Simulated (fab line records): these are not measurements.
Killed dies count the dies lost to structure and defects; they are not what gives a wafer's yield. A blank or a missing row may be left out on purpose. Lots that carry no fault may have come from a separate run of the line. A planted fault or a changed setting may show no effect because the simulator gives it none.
Which tool was responsible? + flow gf180mcu + Sampling: 10 lots, 29 wafers, 5 of 602 route steps

## WHAT THE GAUGES READ, wafer by wafer
GF_VT_IMPLANT_OVL_MEAS_40. Usual: for VT_IMPLANT_03_OVL the level is 0.7 nm and the standard deviation is 1.4.
| lot  | measured     | on         | VT_IMPLANT_03_OVL (nm) | flag |
|------|--------------|------------|------------------------|------|
| L552 | day 7 14:39  | overlay-01 | 1.1 -2.2 -2.0          |      |
| L553 | day 7 22:03  | overlay-02 | 2.1 2.7 1.5            |      |
| L554 | day 8 00:12  | overlay-02 | -0.3 1.9 1.9           |      |
| L555 | day 8 09:22  | overlay-02 | -0.8 -0.7 0.5          |      |
| L556 | day 8 17:37  | overlay-01 | 2.4 2.2 1.5            |      |
| L557 | day 8 19:57  | overlay-01 | -1.0 0.7 0.8           |      |
| L560 | day 9 20:07  | overlay-01 | 0.3 1.9 1.4            |      |
| L561 | day 10 01:52 | overlay-01 | -0.6 0.5 0.4           |      |
| L562 | day 10 12:28 | overlay-02 | -0.9 1.2 2.5           |      |
| L563 | day 10 17:34 | overlay-01 | 2.1 2.2                |      |

GF_DUAL_GATE_THK_MEAS_03. Usual: for DUAL_GATE_OXIDATION_00_THK the level is 10.86 nm and the standard deviation is 0.2.
| lot  | measured     | on            | DUAL_GATE_OXIDATION_00_THK (nm) | flag |
|------|--------------|---------------|---------------------------------|------|
| L552 | day 7 18:44  | film_metro-03 | 10.65 10.73 10.70               |      |
| L553 | day 8 01:05  | film_metro-01 | 11.02 11.05 11.02               |      |
| L554 | day 8 02:49  | film_metro-03 | 10.62 10.60 10.76               |      |
| L555 | day 8 11:59  | film_metro-02 | 10.73 10.77 10.74               |      |
| L556 | day 8 21:05  | film_metro-03 | 10.81 10.43 10.62               |      |
| L557 | day 8 23:36  | film_metro-03 | 11.11 11.03 11.10               |      |
| L560 | day 9 22:44  | film_metro-02 | 10.86 10.96 10.89               |      |
| L561 | day 10 04:40 | film_metro-03 | 10.73 10.77 10.64               |      |
| L562 | day 10 15:07 | film_metro-01 | 10.75 10.48 10.57               |      |
| L563 | day 10 20:15 | film_metro-02 | 10.94 10.70                     |      |

GF_HV_LDD_TW_MEAS_11. Usual: for HV_LDD_TW the level is 2428 and the standard deviation is 11.
| lot  | measured     | on            | HV_LDD_TW                     | flag |
|------|--------------|---------------|-------------------------------|------|
| L552 | day 10 03:29 | film_metro-02 | 2442 2435 2432                |      |
| L553 | day 10 11:41 | film_metro-04 | 2441 2419 2426                |      |
| L554 | day 10 12:57 | film_metro-04 | 2445 2433 2426                |      |
| L555 | day 10 21:29 | film_metro-03 | 2411 2409 2417                |      |
| L556 | day 11 07:50 | film_metro-02 | 2432 2427 2420                |      |
| L557 | day 11 11:02 | film_metro-03 | 2421 2425 2416                |      |
| L560 | day 12 13:15 | film_metro-04 | 1901 1904 1901 1904 1903 1904 | OFF  |
| L561 | day 12 17:39 | film_metro-04 | 1908 1912 1900 1902 1904 1907 | OFF  |
| L562 | day 13 06:40 | film_metro-03 | 1881 1879 1890 1887 1878 1890 | OFF  |
| L563 | day 13 11:58 | film_metro-03 | 1887 1888 1879 1887           | OFF  |

GF_HV_LDD_OVL_MEAS_32. Usual: for HV_LDD_02_OVL the level is 1.0 nm and the standard deviation is 1.5.
| lot  | measured     | on         | HV_LDD_02_OVL (nm) | flag |
|------|--------------|------------|--------------------|------|
| L552 | day 11 16:57 | overlay-02 | 1.7 2.7 1.4        |      |
| L553 | day 12 00:54 | overlay-02 | 1.3 0.8 1.4        |      |
| L554 | day 12 02:11 | overlay-02 | 1.4 1.2 0.5        |      |
| L555 | day 12 11:28 | overlay-01 | 2.6 1.5 4.0        |      |
| L556 | day 12 21:57 | overlay-02 | 0.8 0.7 2.3        |      |
| L557 | day 13 00:57 | overlay-01 | 1.5 0.2 1.1        |      |

## EACH LOT AND THE TOOL THAT RAN IT (in order: tool; ch and the chambers of the sampled wafers; start)
| lot  | GF_HV_LDD_IMPLANT_09            |
|------|---------------------------------|
| L552 | implanter-01 ch 0, day 10 03:14 |
| L553 | implanter-04 ch 0, day 10 11:26 |
| L554 | implanter-04 ch 0, day 10 12:43 |
| L555 | implanter-03 ch 0, day 10 21:16 |
| L556 | implanter-04 ch 0, day 11 07:35 |
| L557 | implanter-04 ch 0, day 11 10:47 |
| L560 | implanter-04 ch 0, day 12 13:02 |
| L561 | implanter-04 ch 0, day 12 17:26 |
| L562 | implanter-01 ch 0, day 13 06:28 |
| L563 | implanter-01 ch 0, day 13 11:47 |
- GF_HV_LDD_IMPLANT_09

## AS READ BY THE TOOLS THEMSELVES (means over the sampled wafers that have a number; for cases with no such wafer, the mark the record gives instead)
GF_HV_LDD_IMPLANT_09. Usual: 1.0002e+14 for dose_ions_cm2, sd 1.1e+11.
| lot  | tool         | dose_ions_cm2 | flag |
|------|--------------|---------------|------|
| L552 | implanter-01 | 9.9897e+13    |      |
| L553 | implanter-04 | 9.9900e+13    |      |
| L554 | implanter-04 | 1.0006e+14    |      |
| L555 | implanter-03 | 1.0007e+14    |      |
| L556 | implanter-04 | 1.0000e+14    |      |
| L557 | implanter-04 | 1.0024e+14    |      |
| L560 | implanter-04 | 1.0011e+14    |      |
| L561 | implanter-04 | 9.9940e+13    |      |
| L562 | implanter-01 | 1.0010e+14    |      |
| L563 | implanter-01 | 1.0006e+14    |      |

## THE ANSWER, worked out from the rows above alone
Rule: lot off if the mean of its wafers having a number is beyond 3 standard deviations from the usual mean. Also off: a lot with no number at a reading for which 4 or more lots have one. All remaining lots with rows at the step are treated as sound. Order of review: gauges by route order, followed by the tools' own readings, for which a lot's mean as printed above is used. At the first step where some lot is off, the reading lying furthest off is the one used; lots without a number count as furthest.
Off: L560, L561, L562, L563, seen at GF_HV_LDD_TW_MEAS_11 (HV_LDD_TW).
A tool fits if, at a process step before that reading, it ran every lot that is off, and no sound lot after the first of them. The gauges at GF_HV_LDD_TW_MEAS_11 are tried like those tools. Of those tried, none fits.

## WHAT WAS PUT IN BY THE SIMULATOR
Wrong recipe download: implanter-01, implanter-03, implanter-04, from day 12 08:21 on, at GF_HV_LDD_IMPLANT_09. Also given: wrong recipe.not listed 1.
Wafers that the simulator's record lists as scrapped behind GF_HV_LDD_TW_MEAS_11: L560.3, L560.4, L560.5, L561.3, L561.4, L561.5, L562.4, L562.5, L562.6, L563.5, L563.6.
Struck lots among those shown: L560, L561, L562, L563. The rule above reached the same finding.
